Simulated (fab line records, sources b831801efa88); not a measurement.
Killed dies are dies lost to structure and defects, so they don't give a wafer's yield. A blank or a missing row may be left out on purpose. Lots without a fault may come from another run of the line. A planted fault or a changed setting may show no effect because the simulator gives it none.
fab line records | flow sky130
record lots=6 wafers=18 last_day=50
route steps=708 shown VT_ADJUST_PCH@148 SONOS_TUNNEL@154 PAD_OPEN@708
lots that met no fault: from a run of the same line without faults
start_h: hours from the record's first day to the start of the lot's first wafer shown | wait_h: hours since the lot's step before | " the same as in the row above | L1.1+2: a row that stands for several wafers | - no value, or no start given | * or withheld: withheld | < > ~ a bound
route shown NAME@n: a module of which the file shows steps, and the number in the route of the first | usual: mean/standard deviation of fault-free wafers | same: alike in all rows | chamber/n: place in a boat | sites: the reading at each site | _std_site: their standard deviation | _edge_site: outer sites' mean less inner sites' | radius_mm: how far each site lies from the wafer's centre | mask NAME#n: copy n | behind: the tool/chamber that last shaped the wafer | hold: why the lot was held/for how many hours/how that ended | device: the transistor (n, p or np) that didn't switch | end of line: the same wafers' tests at the end of the route | a step without rows: its recipe alone | killed: dies lost to structure and defects at the first sort, not the wafer's yield | map: a wafer's dies, x killed, . not, _ none there
set.NAME: the setting as run; set.NAME@STEP: as run at that earlier step | model.NAME: the simulator's own value behind a step, which no gauge read
lots at some steps of the route; a table a step, a row a wafer
services: from which hour (start_h, from the record's first day; less than 0 if before it) a tool's chamber was out of use, for how many hours, and why
## steps
# step SKY_VT_ADJUST_PCH_PEB_05
# recipe temp_c=115 time_s=withheld
# step SKY_VT_ADJUST_PCH_DEVELOP_06
# recipe wall_angle_deg=90 developer=TMAH develop_time_s=60 dev_temp_c=23
# step SKY_VT_ADJUST_PCH_OVL_MEAS_07
# usual VT_ADJUST_PCH_OVL=0.1/1.4
# columns lot.wafer tool chamber start_h wait_h VT_ADJUST_PCH_OVL[nm]
L737.3 overlay-01 - 301.63 - 2.1
L737.4 " - " " 1.4
L737.6 " - " " 2.1
L739.2 overlay-02 - 324.18 - 0.2
L739.3 " - " " 0.8
L739.6 " - " " 0.5
L744.1 overlay-02 - 357.89 - -4.5
L744.3 " - " " -0.8
L744.4 " - " " -1.9
L746.3 overlay-01 - 383.89 - -1.3
L746.4 " - " " -0.6
L746.6 " - " " -1.7
L748.2 overlay-02 - 393.73 - 0.3
L748.3 " - " " 0.9
L748.6 " - " " 0.6
L749.1 overlay-01 - 400.24 - 2.0
L749.5 " - " " 1.7
L749.6 " - " " 0.4
# step SKY_VT_ADJUST_PCH_IMPLANT_08
# recipe species=B energy_kev=10 dose_cm2=5e+11 tilt_deg=withheld
# step SKY_VT_ADJUST_PCH_STRIP_09
# recipe chemistry=O2/N2 power_w=1400 pressure_mtorr=1500 platen_temp_c=withheld o2_flow_sccm=3000 n2_flow_sccm=300 overash_fraction=0.5
# usual drypump_motor_current_A=6.03/0.29 oes_product_au=0.723/0.0047 strip_time_to_endpoint_s=36.84/0.12
# columns lot.wafer tool chamber start_h wait_h drypump_motor_current_A oes_product_au rf_hours_counter_h strip_time_to_endpoint_s
L737.3 plasma_asher-02 1 301.84 0.1 5.70 0.720 - 36.73
L737.4 " 0 " " 5.60 0.724 - 36.85
L737.6 " 0 " " 5.60 0.717 - 36.83
L739.2 plasma_asher-03 1 324.36 0.1 5.99 0.721 49 36.89
L739.3 " 1 " " 6.03 0.717 - 36.72
L739.6 " 1 " " 6.03 0.722 - 36.67
L744.1 plasma_asher-03 0 358.08 0.1 6.39 0.726 52 36.82
L744.3 " 0 " " 6.46 0.726 - 36.89
L744.4 " 1 " " 6.02 0.717 - 36.87
L746.3 plasma_asher-03 0 384.10 0.1 6.42 0.721 - 36.91
L746.4 " 1 " " 6.02 0.726 - 36.79
L746.6 " 1 " " 6.05 0.716 - 36.86
L748.2 plasma_asher-02 1 393.91 0.1 5.74 0.723 28 36.76
L748.3 " 0 " " 5.59 0.718 - 36.81
L748.6 " 0 " " 5.58 0.719 - 36.82
L749.1 plasma_asher-03 0 400.43 0.1 6.40 0.717 57 36.84
L749.5 " 1 " " 6.02 0.718 - 36.81
L749.6 " 0 " " 6.44 0.718 - 36.91
# step SKY_VT_ADJUST_PCH_TW_MEAS_10
# usual VT_ADJUST_PCH_TW=143.6/1.1
# columns lot.wafer tool chamber start_h wait_h VT_ADJUST_PCH_TW
L737.3 film_metro-01 - 301.93 0.1 143.9
L737.4 " - " " 144.6
L737.6 " - " " 144.2
L739.2 film_metro-03 - 324.47 0.1 142.8
L739.3 " - " " 142.6
L739.6 " - " " 142.2
L744.1 film_metro-03 - 358.18 0.1 142.4
L744.3 " - " " 142.4
L744.4 " - " " 142.6
L746.3 film_metro-03 - 384.19 0.1 143.4
L746.4 " - " " 142.6
L746.6 " - " " 143.1
L748.2 film_metro-01 - 394.04 0.1 145.0
L748.3 " - " " 145.7
L748.6 " - " " 145.9
L749.1 film_metro-02 - 400.53 0.1 144.6
L749.5 " - " " 144.9
L749.6 " - " " 144.8
# step SKY_SONOS_TUNNEL_DEHYDRATE_00
# recipe temp_c=200 time_s=60
# step SKY_SONOS_TUNNEL_HMDS_01
# recipe prime_time_s=60 prime_temp_c=120
# step SKY_SONOS_TUNNEL_COAT_02
# recipe resist=NOVOLAK spin_rpm=3000 resist_thk_nm=1140
# step SKY_SONOS_TUNNEL_SOFTBAKE_03
# recipe temp_c=90 time_s=60 resist=NOVOLAK
# step SKY_SONOS_TUNNEL_EXPOSE_04
# recipe mask_id=TUNM na=0.6 source_shape=conventional sigma_outer=0.6 polarization=unpolarized target_cd_nm=410 dose_mj=136
# step SKY_SONOS_TUNNEL_PEB_05
# recipe temp_c=withheld time_s=* resist=NOVOLAK
# step SKY_SONOS_TUNNEL_DEVELOP_06
# recipe resist=NOVOLAK developer=TMAH develop_time_s=60 dev_temp_c=21.99
# columns lot.wafer tool chamber start_h wait_h model.SONOS_TUNNEL.cd_nm
L737.3 litho_track-01 0 327.83 0.1 395
L737.4 " 0 " " 397.2
L737.6 " 0 " " 397.5
L739.2 litho_track-01 0 351.06 0.1 399.3
L739.3 " 0 " " 397
L739.6 " 0 " " 398.6
L744.1 litho_track-03 0 386.68 0.1 412
L744.3 " 0 " " 411.7
L744.4 " 0 " " 411
L746.3 litho_track-02 0 412.69 0.1 412.1
L746.4 " 0 " " 413.9
L746.6 " 0 " " 412.9
L748.2 litho_track-03 0 423.61 0.1 406.7
L748.3 " 0 " " 407.8
L748.6 " 0 " " 408.5
L749.1 litho_track-01 0 429.53 0.1 409.2
L749.5 " 0 " " 410.5
L749.6 " 0 " " 410.2
# step SKY_SONOS_TUNNEL_CD_MEAS_07
# recipe target_cd_nm=410
# usual cd_nm=410.3/2.1
# columns lot.wafer tool chamber start_h wait_h cd_nm
L737.3 cd_sem-01 - 327.97 0.1 395.1
L737.4 " - " " 397.2
L737.6 " - " " 397.3
L739.2 cd_sem-02 - 351.20 0.1 399.1
L739.3 " - " " 396.9
L739.6 " - " " 398.5
L744.1 cd_sem-02 - 386.83 0.1 411.9
L744.3 " - " " 411.8
L744.4 " - " " 410.9
L746.3 cd_sem-01 - 412.83 0.1 412.1
L746.4 " - " " 413.9
L746.6 " - " " 413.1
L748.2 cd_sem-02 - 423.75 0.1 406.7
L748.3 " - " " 408.0
L748.6 " - " " 408.6
L749.1 cd_sem-02 - 429.68 0.1 409.2
L749.5 " - " " 410.5
L749.6 " - " " 410.3
# step SKY_SONOS_TUNNEL_OVL_MEAS_08
# usual SONOS_TUNNEL_OVL=0.6/1.6
# columns lot.wafer tool chamber start_h wait_h SONOS_TUNNEL_OVL[nm]
L737.3 overlay-02 - 328.06 0.1 0.7
L737.4 " - " " -1.3
L737.6 " - " " -0.1
L739.2 overlay-01 - 351.31 0.1 2.6
L739.3 " - " " 1.6
L739.6 " - " " -0.3
L744.1 overlay-01 - 386.95 0.1 0.1
L744.3 " - " " 0.6
L744.4 " - " " 0.6
L746.3 overlay-02 - 412.92 0.1 1.8
L746.4 " - " " 2.1
L746.6 " - " " 1.2
L748.2 overlay-01 - 423.86 0.1 2.2
L748.3 " - " " 0.3
L748.6 " - " " -1.6
L749.1 overlay-01 - 429.80 0.1 2.8
L749.5 " - " " 2.5
L749.6 " - " " 2.1
# step SKY_PAD_OPEN_PROBE_99
# usual killed_at_M0_to_M3=44/7 killed_at_M4_up=3.2/2 killed_at_contacts=25/5.3 killed_at_front_end=15/4.3 killed_at_other=0.3/0.54 killed_dies=86/8.7 killed_open=47/6.4 killed_short=39/5.6
# same gross_dies=492 killed_at_back_side=0
# columns lot.wafer tool chamber start_h wait_h killed_at_M0_to_M3 killed_at_M4_up killed_at_contacts killed_at_front_end killed_at_other killed_dies killed_open killed_short
L737.3 prober-01 - 1137.47 0.2 46 1 27 16 0 90 41 49
L737.4 prober-01 - 1137.52 0.2 38 3 28 15 0 84 47 36
L737.6 prober-01 - 1137.62 0.2 46 1 22 8 0 77 47 30
L739.2 prober-01 - 1146.51 0.1 38 0 31 17 0 86 52 34
L739.3 prober-01 - 1146.56 0.2 51 1 20 12 1 85 52 33
L739.6 prober-01 - 1146.71 0.2 44 3 41 13 0 101 59 41
L744.1 prober-02 - 1172.45 0.1 37 3 24 10 0 74 48 26
L744.3 prober-02 - 1172.55 0.2 34 2 27 24 2 89 52 37
L744.4 prober-02 - 1172.60 0.2 44 3 21 25 0 93 46 46
L746.3 prober-02 - 1184.69 0.2 50 6 23 9 1 89 48 41
L746.4 prober-02 - 1184.74 0.2 46 3 17 17 1 84 42 41
L746.6 prober-02 - 1184.84 0.2 55 1 31 15 0 102 53 48
L748.2 prober-02 - 1191.95 0.1 49 8 36 10 1 104 59 45
L748.3 prober-02 - 1192.00 0.2 48 2 24 15 0 89 48 41
L748.6 prober-02 - 1192.15 0.2 36 0 34 16 0 86 42 44
L749.1 prober-02 - 1198.36 0.1 42 3 27 14 0 86 44 42
L749.5 prober-02 - 1198.56 0.2 37 2 21 19 0 79 34 45
L749.6 prober-02 - 1198.61 0.2 33 3 40 19 0 95 53 42
# killed by level:class
L737.3 CONTACT:geometric_particle:open=9 VIA1:geometric_particle:open=8 VIA1:geometric_particle:short=6 VIA3:geometric_particle:open=6 CONTACT:geometric_particle:short=5 POLY_GATE:geometric_particle:short=5 LI_CONTACT:geometric_particle:short=5 METAL1:geometric_particle:short=5
L737.4 CONTACT:geometric_particle:open=10 CONTACT:geometric_particle:short=7 VIA1:geometric_particle:open=7 LI_CONTACT:geometric_particle:open=6 VIA3:geometric_particle:open=6 FIELD_ISO:geometric_particle:short=5 VIA3:geometric_particle:short=5 VIA2:geometric_particle:open=5
L737.6 METAL1:geometric_particle:short=11 VIA1:geometric_particle:open=8 VIA2:geometric_particle:open=7 LI_CONTACT:geometric_particle:open=6 VIA3:geometric_particle:open=6 LOCAL_INTERCONNECT:geometric_particle:short=5 CONTACT:geometric_particle:open=5 FIELD_ISO:geometric_particle:open=4
L739.2 LI_CONTACT:geometric_particle:open=9 VIA2:geometric_particle:open=8 CONTACT:geometric_particle:open=8 VIA1:geometric_particle:open=8 LOCAL_INTERCONNECT:geometric_particle:short=6 METAL2:geometric_particle:short=6 POLY_GATE:geometric_particle:open=5 VIA2:geometric_particle:short=4
L739.3 VIA1:geometric_particle:open=14 METAL2:geometric_particle:short=7 VIA2:geometric_particle:open=7 CONTACT:geometric_particle:open=6 FIELD_ISO:geometric_particle:open=5 CONTACT:geometric_particle:short=5 LI_CONTACT:geometric_particle:open=4 LOCAL_INTERCONNECT:geometric_particle:short=4
L739.6 CONTACT:geometric_particle:open=18 VIA1:geometric_particle:open=11 CONTACT:geometric_particle:short=9 VIA2:geometric_particle:open=8 LI_CONTACT:geometric_particle:open=7 METAL2:geometric_particle:short=7 VIA3:geometric_particle:open=5 LOCAL_INTERCONNECT:geometric_particle:short=4
L744.1 LI_CONTACT:geometric_particle:open=10 CONTACT:geometric_particle:open=9 VIA2:geometric_particle:open=9 VIA3:geometric_particle:open=6 POLY_GATE:geometric_particle:short=4 VIA1:geometric_particle:short=4 VIA1:geometric_particle:open=4 FIELD_ISO:geometric_particle:short=3
L744.3 CONTACT:geometric_particle:open=10 FIELD_ISO:geometric_particle:open=8 VIA3:geometric_particle:open=8 CONTACT:geometric_particle:short=7 VIA2:geometric_particle:open=7 METAL2:geometric_particle:short=6 FIELD_ISO:geometric_particle:short=5 POLY_GATE:geometric_particle:short=5
L744.4 VIA1:geometric_particle:open=9 POLY_GATE:geometric_particle:short=8 METAL2:geometric_particle:short=8 CONTACT:geometric_particle:open=8 FIELD_ISO:geometric_particle:short=7 LI_CONTACT:geometric_particle:open=6 VIA1:geometric_particle:short=6 METAL1:geometric_particle:short=5
L746.3 VIA1:geometric_particle:open=11 VIA3:geometric_particle:open=7 LI_CONTACT:geometric_particle:open=7 VIA1:geometric_particle:short=7 VIA2:geometric_particle:open=7 LOCAL_INTERCONNECT:geometric_particle:short=5 CONTACT:geometric_particle:open=5 METAL1:geometric_particle:open=5
L746.4 VIA1:geometric_particle:open=13 CONTACT:geometric_particle:open=9 METAL2:geometric_particle:short=9 VIA1:geometric_particle:short=6 VIA2:geometric_particle:open=6 CONTACT:geometric_particle:short=5 FIELD_ISO:geometric_particle:open=4 FIELD_ISO:geometric_particle:short=4
L746.6 VIA1:geometric_particle:open=12 CONTACT:geometric_particle:open=10 METAL1:geometric_particle:short=9 VIA2:geometric_particle:open=9 LI_CONTACT:geometric_particle:open=7 VIA1:geometric_particle:short=6 LOCAL_INTERCONNECT:geometric_particle:short=6 CONTACT:geometric_particle:short=6
L748.2 VIA1:geometric_particle:open=18 LOCAL_INTERCONNECT:geometric_particle:short=9 LI_CONTACT:geometric_particle:open=7 VIA2:geometric_particle:open=7 LI_CONTACT:geometric_particle:short=6 CONTACT:geometric_particle:short=6 CONTACT:geometric_particle:open=6 METAL4:geometric_particle:short=5
L748.3 VIA1:geometric_particle:open=12 METAL1:geometric_particle:short=10 LI_CONTACT:geometric_particle:open=8 VIA3:geometric_particle:open=7 CONTACT:geometric_particle:open=6 VIA2:geometric_particle:open=5 METAL3:geometric_particle:short=5 FIELD_ISO:geometric_particle:open=4
L748.6 CONTACT:geometric_particle:open=16 VIA1:geometric_particle:open=8 POLY_GATE:geometric_particle:short=6 LOCAL_INTERCONNECT:geometric_particle:short=6 FIELD_ISO:geometric_particle:open=5 CONTACT:geometric_particle:short=5 METAL1:geometric_particle:short=5 VIA1:geometric_particle:short=5
L749.1 CONTACT:geometric_particle:open=11 VIA1:geometric_particle:open=9 FIELD_ISO:geometric_particle:open=6 VIA1:geometric_particle:short=6 METAL2:geometric_particle:short=6 LI_CONTACT:geometric_particle:open=5 SPACER:geometric_particle:short=4 LI_CONTACT:geometric_particle:short=4
L749.5 CONTACT:geometric_particle:short=10 VIA1:geometric_particle:open=8 VIA2:geometric_particle:open=6 VIA1:geometric_particle:short=6 VIA3:geometric_particle:open=6 FIELD_ISO:geometric_particle:short=5 POLY_GATE:geometric_particle:short=5 LI_CONTACT:geometric_particle:open=5
L749.6 CONTACT:geometric_particle:open=15 CONTACT:geometric_particle:short=13 VIA1:geometric_particle:open=8 FIELD_ISO:geometric_particle:open=6 VIA2:geometric_particle:open=6 LI_CONTACT:geometric_particle:open=5 POLY_GATE:geometric_particle:open=4 LI_CONTACT:geometric_particle:short=4
## services
# columns tool chamber start_h hours kind
plasma_asher-03 - 319.79 3.2 repair
plasma_asher-02 - 385.00 1.2 repair
plasma_asher-02 - 425.66 4.3 pm
## key
first_sign step=SKY_SONOS_TUNNEL_CD_MEAS_07 reading=cd_nm direction=down sigmas=6 usual=410.3 struck=397.4 through=control_loop
effect none on later readings
model_effect step=SKY_SONOS_TUNNEL_DEVELOP_06 value=SONOS_TUNNEL.cd_nm without=410.1 struck=397.4
met_at SKY_SONOS_TUNNEL_DEVELOP_06
struck_wafers L737.3,L737.4,L737.6,L739.2,L739.3,L739.6
tester_left_out L737,L739
loop_trim step=SKY_SONOS_TUNNEL_EXPOSE_04 setting=dose lots=L739
fault kind=process_parameter_drift tool=litho_track-01 chamber=- onset_h=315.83 steps=SKY_SONOS_TUNNEL_DEVELOP_06 channel=develop_time_s offset=* shape=step end_h=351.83 acts_in=* stated=*
# tester_left_out: of these lots the tester's yield and bins aren't shown, on N5 and GAA mostly nor the transistor test; their killed dies are dies lost to structure and defects alone, not to doping, threshold or leakage, so they don't give the yield
# loop_trim: a control loop set the setting to another value than it would have without faults
